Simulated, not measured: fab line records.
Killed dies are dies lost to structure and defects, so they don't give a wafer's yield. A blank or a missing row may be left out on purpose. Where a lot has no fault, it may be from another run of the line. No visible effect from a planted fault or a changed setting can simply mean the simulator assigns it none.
fab line records	flow sky130	part 1 of 2: steps 1 to 29 of 35
record: lots: 5	wafers: 15	last_day: 49
route steps=708 shown METAL4@602 CAP2M@603
lots with no fault: from the same line, run without faults
start_h: start of the lot's first displayed wafer, in hours after the record's first day	wait_h: time in hours since the lot's previous step	" as in the row above	L1.1+2: one row covering several wafers at once	- no value, or no start given	* or withheld: withheld	< > ~ a bound
route shown NAME@n: names a module that has steps shown in the file, with the first one's number in the route	usual: average and standard deviation across the fault-free wafers	same: alike in all rows	chamber/n: place in a boat	sites: readings site by site	_std_site: the standard deviation of these	_edge_site: the outer-site mean with the inner-site mean subtracted	radius_mm: for every site, how far away it sits from the centre of the wafer	mask NAME#n: copy n	behind: the tool/chamber that last shaped the wafer	hold: why the lot went on hold/how many hours it stayed there/how the hold came to an end	device: names the non-switching transistor (n, p or np)	end of line: the route-end tests of the same wafers	a step given without rows: its recipe and nothing more	killed: the dies lost at the first sort to structure and to defects; this is not the yield of the wafer	map: shows each die of a wafer: x if killed, . if not, _ if none is there
set.NAME: the setting as run; set.NAME@STEP: as run at that earlier step	model.NAME: the simulator's own value behind a step, which no gauge read
lots at some steps of the route; a table a step, a row a wafer
services: a tool's chamber out of use, with start hour (start_h, from the record's first day; less than 0 if before it), hours out, and reason
== steps ==
step: SKY_METAL4_SPUTTER_04
recipe: material: TiN	target_thk_nm: 70	power_w: 6500	time_s: 58.3	chamber_pressure_pa: 0.4
usual: throttle_valve_pct: 29.6/1.3
lot.wafer	tool	chamber	start_h	wait_h	throttle_valve_pct
L074.3	pvd_sputter-01	-	916.83	0.0	28.5
L074.5	"	-	"	"	28.3
L074.6	"	-	"	"	31.2
L083.3	pvd_sputter-04	-	999.59	0.0	29.8
L083.4	"	-	"	"	29.2
L083.5	"	-	"	"	29.5
L084.1	pvd_sputter-01	-	1001.99	0.0	28.5
L084.2	"	-	"	"	31.2
L084.5	"	-	"	"	28.7
L087.2	pvd_sputter-03	-	1037.67	0.0	30.7
L087.3	"	-	"	"	31.0
L087.5	"	-	"	"	30.9
L085.2	pvd_sputter-01	-	1041.89	0.0	30.2
L085.3	"	-	"	"	28.3
L085.4	"	-	"	"	31.1
step: SKY_CAP2M_CVD_00
recipe: material: SiO2	target_thk_nm: 15.5	temp_c: 400	time_s: withheld	rf_w: 450
usual: heater_power_w: 726/160	susceptor_temp_C: 399.98/0.24
lot.wafer	tool	chamber	start_h	wait_h	heater_power_w	susceptor_temp_C
L074.3	pecvd-03	0	916.88	0.0	796	400.10
L074.5	"	1	"	"	758	400.27
L074.6	"	2	"	"	540	400.04
L083.3	pecvd-03	0	999.64	0.0	674	399.97
L083.4	"	1	"	"	623	399.61
L083.5	"	2	"	"	604	400.22
L084.1	pecvd-02	1	1002.04	0.0	698	399.79
L084.2	"	0	"	"	649	399.70
L084.5	"	0	"	"	665	399.52
L087.2	pecvd-02	0	1037.72	0.0	595	400.03
L087.3	"	2	"	"	815	400.30
L087.5	"	1	"	"	780	399.75
L085.2	pecvd-02	2	1041.94	0.0	712	400.19
L085.3	"	1	"	"	786	400.09
L085.4	"	0	"	"	606	400.41
step: SKY_CAP2M_THK_MEAS_01
recipe: reads: SiO2_of_CAP2M_CVD_00
usual: CAP2M_CVD_00_THK: 15.56/0.2
lot.wafer	tool	chamber	start_h	wait_h	CAP2M_CVD_00_THK[nm]
L074.3	film_metro-01	-	916.92	-	15.25
L074.5	"	-	"	"	15.60
L074.6	"	-	"	"	15.54
L083.3	film_metro-01	-	999.68	-	15.80
L083.4	"	-	"	"	16.21
L083.5	"	-	"	"	15.80
L084.1	film_metro-04	-	1002.07	-	15.38
L084.2	"	-	"	"	15.29
L084.5	"	-	"	"	15.55
L087.2	film_metro-04	-	1037.75	-	15.20
L087.3	"	-	"	"	15.31
L087.5	"	-	"	"	15.50
L085.2	film_metro-04	-	1041.97	-	15.67
L085.3	"	-	"	"	15.45
L085.4	"	-	"	"	15.75
step: SKY_CAP2M_SPUTTER_02
recipe: material: TiN	target_thk_nm: 200	temp_c: 300	power_w: 6500	time_s: 166.7	chamber_pressure_pa: 0.4
usual: susceptor_temp_C: 300.00/0.2	throttle_valve_pct: 29.9/1.1
lot.wafer	tool	chamber	start_h	wait_h	susceptor_temp_C	throttle_valve_pct
L074.3	pvd_sputter-02	-	916.96	0.0	300.06	31.3
L074.5	"	-	"	"	299.94	29.7
L074.6	"	-	"	"	300.24	29.2
L083.3	pvd_sputter-01	-	999.72	0.0	299.88	28.4
L083.4	"	-	"	"	300.03	30.1
L083.5	"	-	"	"	299.80	28.2
L084.1	pvd_sputter-03	-	1002.13	0.1	299.97	30.9
L084.2	"	-	"	"	299.90	27.7
L084.5	"	-	"	"	300.14	30.5
L087.2	pvd_sputter-01	-	1037.80	0.0	299.62	28.4
L087.3	"	-	"	"	299.71	31.3
L087.5	"	-	"	"	299.94	31.6
L085.2	pvd_sputter-02	-	1042.02	0.0	299.83	28.8
L085.3	"	-	"	"	300.51	29.8
L085.4	"	-	"	"	299.65	31.3
step: SKY_CAP2M_RS_MEAS_03
recipe: thk_meas_gauge: four-point-probe	reads: TiN_of_CAP2M_SPUTTER_02
usual: CAP2M_TIN_RS: 6.92/0.069
lot.wafer	tool	chamber	start_h	wait_h	CAP2M_TIN_RS[ohm/sq]
L074.3	film_metro-04	-	917.11	0.1	6.85
L074.5	"	-	"	"	6.90
L074.6	"	-	"	"	6.94
L083.3	film_metro-03	-	999.87	0.1	6.93
L083.4	"	-	"	"	6.92
L083.5	"	-	"	"	6.93
L084.1	film_metro-01	-	1002.24	0.1	6.91
L084.2	"	-	"	"	6.98
L084.5	"	-	"	"	7.02
L087.2	film_metro-01	-	1037.93	0.1	6.88
L087.3	"	-	"	"	6.85
L087.5	"	-	"	"	6.81
L085.2	film_metro-03	-	1042.15	0.1	7.08
L085.3	"	-	"	"	7.05
L085.4	"	-	"	"	6.91
step: SKY_CAP2M_THK_MEAS_04
recipe: thk_meas_gauge: xrf	reads: TiN_of_CAP2M_SPUTTER_02
usual: CAP2M_TIN_THK: 201.3/2.5
lot.wafer	tool	chamber	start_h	wait_h	CAP2M_TIN_THK[nm]
L074.3	film_metro-04	-	917.21	0.1	202.3
L074.5	"	-	"	"	200.6
L074.6	"	-	"	"	199.5
L083.3	film_metro-03	-	999.97	0.1	198.7
L083.4	"	-	"	"	199.7
L083.5	"	-	"	"	200.2
L084.1	film_metro-01	-	1002.36	0.1	202.6
L084.2	"	-	"	"	200.8
L084.5	"	-	"	"	199.4
L087.2	film_metro-01	-	1038.04	0.1	203.3
L087.3	"	-	"	"	204.9
L087.5	"	-	"	"	205.3
L085.2	film_metro-03	-	1042.26	0.1	195.0
L085.3	"	-	"	"	195.2
L085.4	"	-	"	"	199.1
step: SKY_CAP2M_DEHYDRATE_05
recipe: temp_c: 200	time_s: 60
usual: heater_power_total_W: 160.39/0.13	plate_temp_C: 199.97/0.17
lot.wafer	tool	chamber	start_h	wait_h	heater_power_total_W	plate_temp_C
L074.3	litho_track-01	0	928.43	11.2	160.18	199.97
L074.5	"	0	"	"	160.38	200.04
L074.6	"	0	"	"	160.39	200.11
L083.3	litho_track-04	0	1010.98	11.0	160.31	199.75
L083.4	"	0	"	"	160.34	199.99
L083.5	"	0	"	"	160.57	200.19
L084.1	litho_track-01	0	1013.23	10.9	160.41	199.64
L084.2	"	0	"	"	160.38	199.96
L084.5	"	0	"	"	160.44	199.87
L087.2	litho_track-04	0	1047.81	9.8	160.24	200.14
L087.3	"	0	"	"	160.37	200.27
L087.5	"	0	"	"	160.31	200.15
L085.2	litho_track-02	0	1051.22	9.0	160.29	199.94
L085.3	"	0	"	"	160.35	199.94
L085.4	"	0	"	"	160.37	199.99
step: SKY_CAP2M_HMDS_06
recipe: prime_time_s: 60	prime_temp_c: 120
lot.wafer	tool	chamber	start_h	wait_h
L074.3+5+6	litho_track-01	0	928.58	0.1
L083.3+4+5	litho_track-04	0	1011.13	0.1
L084.1+2+5	litho_track-01	0	1013.38	0.1
L087.2+3+5	litho_track-04	0	1047.96	0.1
L085.2+3+4	litho_track-02	0	1051.37	0.1
step: SKY_CAP2M_COAT_07
recipe: resist: NOVOLAK	spin_rpm: 3000	resist_thk_nm: 1140
lot.wafer	tool	chamber	start_h	wait_h
L074.3+5+6	litho_track-01	0	928.73	0.1
L083.3+4+5	litho_track-04	0	1011.28	0.1
L084.1+2+5	litho_track-01	0	1013.53	0.1
L087.2+3+5	litho_track-04	0	1048.11	0.1
L085.2+3+4	litho_track-02	0	1051.52	0.1
step: SKY_CAP2M_SOFTBAKE_08
recipe: temp_c: 90	time_s: 60	resist: NOVOLAK
usual: heater_power_total_W: 56.59/0.04	plate_temp_C: 90.00/0.12
lot.wafer	tool	chamber	start_h	wait_h	heater_power_total_W	plate_temp_C
L074.3	litho_track-01	0	928.88	0.1	56.64	90.08
L074.5	"	0	"	"	56.59	90.12
L074.6	"	0	"	"	56.60	89.95
L083.3	litho_track-04	0	1011.43	0.1	56.55	90.25
L083.4	"	0	"	"	56.60	89.99
L083.5	"	0	"	"	56.55	90.18
L084.1	litho_track-01	0	1013.68	0.1	56.59	90.08
L084.2	"	0	"	"	56.56	89.97
L084.5	"	0	"	"	56.60	89.91
L087.2	litho_track-04	0	1048.26	0.1	56.63	90.09
L087.3	"	0	"	"	56.56	90.02
L087.5	"	0	"	"	56.52	89.83
L085.2	litho_track-02	0	1051.67	0.1	56.48	90.10
L085.3	"	0	"	"	56.57	90.18
L085.4	"	0	"	"	56.60	90.16
step: SKY_CAP2M_EXPOSE_09
recipe: mask_id: CAP2M	na: 0.6	source_shape: conventional	sigma_outer: 0.6	polarization: unpolarized	target_cd_nm: 1000	dose_mj: 159
same: sigma_outer: 0.6
lot.wafer	tool	chamber	start_h	wait_h	mask
L074.3+5+6	iline_stepper-01	0	-	-	CAP2M#0
L083.3+4+5	iline_stepper-01	0	-	-	CAP2M#0
L084.1+2+5	iline_stepper-01	0	-	-	CAP2M#0
L087.2+3+5	iline_stepper-01	0	-	-	CAP2M#0
L085.2+3+4	iline_stepper-02	0	-	-	CAP2M#0
step: SKY_CAP2M_PEB_10
recipe: temp_c: withheld	time_s: *	resist: NOVOLAK
lot.wafer	tool	chamber	start_h	wait_h
L074.3+5+6	litho_track-02	0	-	-
L083.3+4+5	litho_track-02	0	-	-
L084.1+2+5	litho_track-02	0	-	-
L087.2+3+5	litho_track-04	0	-	-
L085.2+3+4	litho_track-02	0	-	-
step: SKY_CAP2M_DEVELOP_11
recipe: resist: NOVOLAK	developer: TMAH	develop_time_s: 60	dev_temp_c: 23
lot.wafer	tool	chamber	start_h	wait_h
L074.3+5+6	litho_track-02	0	941.20	0.1
L083.3+4+5	litho_track-02	0	1022.55	0.1
L084.1+2+5	litho_track-02	0	1024.25	0.1
L087.2+3+5	litho_track-04	0	1058.31	0.1
L085.2+3+4	litho_track-02	0	1062.27	0.1
step: SKY_CAP2M_OVL_MEAS_12
usual: CAP2M_OVL: -0.2/1.6
lot.wafer	tool	chamber	start_h	wait_h	CAP2M_OVL[nm]
L074.3	overlay-01	-	941.31	0.1	0.1
L074.5	"	-	"	"	0.3
L074.6	"	-	"	"	-0.8
L083.3	overlay-02	-	1022.66	0.1	-0.8
L083.4	"	-	"	"	-0.1
L083.5	"	-	"	"	1.1
L084.1	overlay-01	-	1024.40	0.1	0.1
L084.2	"	-	"	"	1.2
L084.5	"	-	"	"	-0.8
L087.2	overlay-02	-	1058.44	0.1	-1.9
L087.3	"	-	"	"	-1.1
L087.5	"	-	"	"	-2.4
L085.2	overlay-01	-	1062.41	0.1	0.3
L085.3	"	-	"	"	1.4
L085.4	"	-	"	"	3.5
step: SKY_CAP2M_METAL_ETCH_13
recipe: target_depth_nm: 220	stop_on: SiO2	chemistry: Cl2/BCl3	target: TiN	pressure_mtorr: 10	icp_w: 900	bias_w: 49.07	Cl2_flow_sccm: 60	bcl3_flow_sccm: 30	time_s: 62.9
usual: chamber_pressure_mTorr: 10.001/0.012	drypump_motor_current_A: 5.9/0.47	oes_product_au: 0.941/0.0073	throttle_valve_pct: 21.902/0.0094
lot.wafer	tool	chamber	start_h	wait_h	chamber_pressure_mTorr	drypump_motor_current_A	oes_product_au	rf_hours_counter_h	throttle_valve_pct
L074.3	rie_metal-03	0	941.39	0.1	9.999	6.5	0.947	-	21.904
L074.5	"	0	"	"	10.003	6.5	0.945	-	21.901
L074.6	"	0	"	"	10.001	6.5	0.942	-	21.903
L083.3	rie_metal-03	1	1022.71	0.0	9.999	5.7	0.940	-	21.905
L083.4	"	0	"	"	10.015	6.5	0.951	-	21.920
L083.5	"	1	"	"	10.007	5.7	0.944	-	21.894
L084.1	rie_metal-02	0	1024.43	0.0	10.001	6.3	0.940	17	21.916
L084.2	"	1	"	"	10.010	6.1	0.941	4	21.905
L084.5	"	1	"	"	9.990	6.2	0.935	-	21.905
L087.2	rie_metal-03	1	1058.47	0.0	10.005	5.7	0.936	6	21.893
L087.3	"	1	"	"	9.987	5.7	0.941	-	21.910
L087.5	"	0	"	"	10.007	6.5	0.953	-	21.893
L085.2	rie_metal-01	1	1062.44	0.0	10.015	5.2	0.925	12	21.914
L085.3	"	0	"	"	9.991	5.9	0.931	-	21.895
L085.4	"	1	"	"	9.998	5.2	0.949	-	21.899
step: SKY_CAP2M_STRIP_14
recipe: chemistry: O2/N2	power_w: 1400	pressure_mtorr: 1500	platen_temp_c: withheld	o2_flow_sccm: 3000	n2_flow_sccm: 300	overash_fraction: 0.5
usual: chamber_pressure_mTorr: 1499.9/1.3	drypump_motor_current_A: 5.5/0.37	oes_product_au: 0.710/0.005	strip_time_to_endpoint_s: 12.64/0.041
lot.wafer	tool	chamber	start_h	wait_h	chamber_pressure_mTorr	drypump_motor_current_A	oes_product_au	rf_hours_counter_h	strip_time_to_endpoint_s
L074.3	plasma_asher-01	1	941.52	0.1	1500.6	4.9	0.713	-	12.67
L074.5	"	0	"	"	1499.3	5.7	0.698	-	12.65
L074.6	"	1	"	"	1499.3	4.9	0.713	-	12.68
L083.3	plasma_asher-03	1	1022.80	0.1	1500.4	5.9	0.702	-	12.60
L083.4	"	0	"	"	1499.1	5.3	0.702	-	12.64
L083.5	"	0	"	"	1500.9	5.3	0.708	-	12.61
L084.1	plasma_asher-01	1	1024.51	0.1	1497.3	4.9	0.718	30	12.60
L084.2	"	0	"	"	1500.9	5.7	0.716	30	12.59
L084.5	"	0	"	"	1500.8	5.7	0.715	-	12.62
L087.2	plasma_asher-03	0	1058.55	0.1	1501.0	5.3	0.707	96	12.63
L087.3	"	0	"	"	1498.3	5.3	0.707	-	12.62
L087.5	"	1	"	"	1501.5	5.9	0.711	-	12.59
L085.2	plasma_asher-01	1	1062.51	0.1	1501.5	4.9	0.719	34	12.61
L085.3	"	0	"	"	1499.1	5.7	0.707	-	12.67
L085.4	"	1	"	"	1498.8	4.9	0.708	-	12.65
step: SKY_CAP2M_STRIP_15
recipe: chemistry: post_etch_residue_remover	time_s: 1200	temp_c: 72.5
usual: bath_heat_duty_pct: 14.7/1.5
lot.wafer	tool	chamber	start_h	wait_h	bath_heat_duty_pct
L074.3	wet_bench-02	1	941.59	0.0	18.3
L074.5	"	1	"	"	18.4
L074.6	"	1	"	"	18.5
L083.3	wet_bench-01	3	1022.86	0.0	14.1
L083.4	"	3	"	"	13.5
L083.5	"	3	"	"	14.6
L084.1	wet_bench-01	3	1024.61	0.1	15.2
L084.2	"	3	"	"	15.2
L084.5	"	3	"	"	14.8
L087.2	wet_bench-01	1	1058.65	0.1	16.9
L087.3	"	1	"	"	16.8
L087.5	"	1	"	"	15.4
L085.2	wet_bench-01	0	1062.61	0.1	13.3
L085.3	"	0	"	"	12.8
L085.4	"	0	"	"	12.0
step: SKY_CAP2M_CLEAN_16
recipe: chemistry: IPA	time_s: 180	temp_c: 25
usual: bath_heat_duty_pct: 6.7/0.97
lot.wafer	tool	chamber	start_h	wait_h	bath_heat_duty_pct
L074.3	wet_bench-01	1	941.96	0.0	6.3
L074.5	"	1	"	"	7.1
L074.6	"	1	"	"	6.5
L083.3	wet_bench-02	0	1023.20	0.0	6.9
L083.4	"	0	"	"	6.5
L083.5	"	0	"	"	5.2
L084.1	wet_bench-04	3	1024.95	0.0	6.7
L084.2	"	3	"	"	6.3
L084.5	"	3	"	"	6.6
L087.2	wet_bench-04	2	1058.99	0.0	6.2
L087.3	"	2	"	"	5.5
L087.5	"	2	"	"	5.4
L085.2	wet_bench-02	2	1062.99	0.0	6.6
L085.3	"	2	"	"	6.4
L085.4	"	2	"	"	6.6
step: SKY_CAP2M_CLEAN_17
recipe: chemistry: O3/DIW	dry: n2_spin
lot.wafer	tool	chamber	start_h	wait_h
L074.3+5+6	wet_bench-02	0	942.02	0.0
L083.3+4+5	wet_bench-04	3	1023.26	0.0
L084.1+2+5	wet_bench-01	0	1025.01	0.0
L087.2+3+5	wet_bench-01	0	1059.05	0.0
L085.2+3+4	wet_bench-04	1	1063.04	0.0
step: SKY_METAL4_DEHYDRATE_05
recipe: temp_c: 200	time_s: 60
usual: heater_power_total_W: 160.38/0.12	plate_temp_C: 200.01/0.15
lot.wafer	tool	chamber	start_h	wait_h	heater_power_total_W	plate_temp_C
L074.3	litho_track-02	0	952.80	10.7	160.37	200.06
L074.5	"	0	"	"	160.27	200.09
L074.6	"	0	"	"	160.19	199.98
L083.3	litho_track-04	0	1034.33	11.0	160.16	199.94
L083.4	"	0	"	"	160.55	200.09
L083.5	"	0	"	"	160.49	200.05
L084.1	litho_track-03	0	1036.02	10.9	160.34	199.91
L084.2	"	0	"	"	160.37	199.86
L084.5	"	0	"	"	160.58	199.92
L087.2	litho_track-03	0	1068.99	9.9	160.18	200.04
L087.3	"	0	"	"	160.20	200.14
L087.5	"	0	"	"	160.50	199.98
L085.2	litho_track-04	0	1072.51	9.4	160.31	199.86
L085.3	"	0	"	"	160.37	199.96
L085.4	"	0	"	"	160.48	200.05
step: SKY_METAL4_HMDS_06
recipe: prime_time_s: 60	prime_temp_c: 120
lot.wafer	tool	chamber	start_h	wait_h
L074.3+5+6	litho_track-02	0	952.95	0.1
L083.3+4+5	litho_track-04	0	1034.48	0.1
L084.1+2+5	litho_track-03	0	1036.17	0.1
L087.2+3+5	litho_track-03	0	1069.14	0.1
L085.2+3+4	litho_track-04	0	1072.66	0.1
step: SKY_METAL4_COAT_07
recipe: resist: BARC	temp_c: withheld	time_s: withheld	spin_rpm: 3000	resist_thk_nm: 60
lot.wafer	tool	chamber	start_h	wait_h
L074.3+5+6	litho_track-02	0	953.10	0.1
L083.3+4+5	litho_track-04	0	1034.63	0.1
L084.1+2+5	litho_track-03	0	1036.32	0.1
L087.2+3+5	litho_track-03	0	1069.29	0.1
L085.2+3+4	litho_track-04	0	1072.81	0.1
step: SKY_METAL4_COAT_08
recipe: resist: KrF-thick	spin_rpm: 3000	resist_thk_nm: 1140
lot.wafer	tool	chamber	start_h	wait_h
L074.3+5+6	litho_track-02	0	-	-
L083.3+4+5	litho_track-04	0	-	-
L084.1+2+5	litho_track-03	0	-	-
L087.2+3+5	litho_track-03	0	-	-
L085.2+3+4	litho_track-04	0	-	-
step: SKY_METAL4_SOFTBAKE_09
recipe: temp_c: 100	time_s: 90	resist: KrF-thick
usual: heater_power_total_W: 57.36/0.13	plate_temp_C: 100.00/0.12
lot.wafer	tool	chamber	start_h	wait_h	heater_power_total_W	plate_temp_C
L074.3	litho_track-02	0	-	-	57.39	100.02
L074.5	"	0	"	"	57.33	99.98
L074.6	"	0	"	"	57.37	100.00
L083.3	litho_track-04	0	-	-	57.30	100.04
L083.4	"	0	"	"	57.41	100.15
L083.5	"	0	"	"	57.51	100.10
L084.1	litho_track-03	0	-	-	57.24	100.11
L084.2	"	0	"	"	57.47	100.02
L084.5	"	0	"	"	57.55	99.96
L087.2	litho_track-03	0	-	-	57.19	100.02
L087.3	"	0	"	"	57.46	100.01
L087.5	"	0	"	"	57.51	100.29
L085.2	litho_track-04	0	-	-	57.53	99.96
L085.3	"	0	"	"	57.31	99.84
L085.4	"	0	"	"	57.35	99.98
step: SKY_METAL4_EXPOSE_10
recipe: mask_id: MM4	na: 0.68	source_shape: annular	sigma_inner: 0.4	sigma_outer: 0.8	target_cd_nm: 300	dose_mj: 28
same: sigma_inner: 0.4	sigma_outer: 0.8
lot.wafer	tool	chamber	start_h	wait_h	mask
L074.3+5+6	krf_scanner-02	0	-	-	MM4#0
L083.3+4+5	krf_scanner-02	0	-	-	MM4#0
L084.1+2+5	krf_scanner-02	0	-	-	MM4#0
L087.2+3+5	krf_scanner-01	0	-	-	MM4#0
L085.2+3+4	krf_scanner-02	0	-	-	MM4#0
step: SKY_METAL4_PEB_11
recipe: peb_temp_c: withheld	peb_time_s: withheld	resist: KrF-thick
lot.wafer	tool	chamber	start_h	wait_h
L074.3+5+6	litho_track-03	0	-	-
L083.3+4+5	litho_track-04	0	-	-
L084.1+2+5	litho_track-04	0	-	-
L087.2+3+5	litho_track-04	0	-	-
L085.2+3+4	litho_track-02	0	-	-
step: SKY_METAL4_DEVELOP_12
recipe: develop_time_s: 60	resist: KrF-thick	dev_temp_c: 21
lot.wafer	tool	chamber	start_h	wait_h
L074.3+5+6	litho_track-03	0	-	-
L083.3+4+5	litho_track-04	0	-	-
L084.1+2+5	litho_track-04	0	-	-
L087.2+3+5	litho_track-04	0	-	-
L085.2+3+4	litho_track-02	0	-	-
step: SKY_METAL4_CD_MEAS_13
recipe: target_cd_nm: 300
usual: cd_nm: 299.9/1.5
lot.wafer	tool	chamber	start_h	wait_h	cd_nm
L074.3	cd_sem-01	-	966.25	-	300.0
L074.5	"	-	"	"	299.3
L074.6	"	-	"	"	299.9
L083.3	cd_sem-02	-	1046.33	-	300.3
L083.4	"	-	"	"	299.7
L083.5	"	-	"	"	301.7
L084.1	cd_sem-02	-	1047.44	-	299.8
L084.2	"	-	"	"	301.8
L084.5	"	-	"	"	300.7
L087.2	cd_sem-02	-	1080.16	-	301.6
L087.3	"	-	"	"	300.6
L087.5	"	-	"	"	298.8
L085.2	cd_sem-01	-	1083.72	-	302.2
L085.3	"	-	"	"	302.7
L085.4	"	-	"	"	300.7
step: SKY_METAL4_OVL_MEAS_14
usual: METAL4_OVL: 1/6
lot.wafer	tool	chamber	start_h	wait_h	METAL4_OVL[nm]
L074.3	overlay-01	-	966.35	0.1	11
L074.5	"	-	"	"	11
L074.6	"	-	"	"	12
L083.3	overlay-02	-	1046.42	0.1	10
L083.4	"	-	"	"	4
L083.5	"	-	"	"	3
L084.1	overlay-02	-	1047.56	0.1	4
L084.2	"	-	"	"	-8
L084.5	"	-	"	"	5
L087.2	overlay-02	-	1080.26	0.1	0
L087.3	"	-	"	"	0
L087.5	"	-	"	"	-1
L085.2	overlay-02	-	1083.83	0.1	5
L085.3	"	-	"	"	-1
L085.4	"	-	"	"	-9
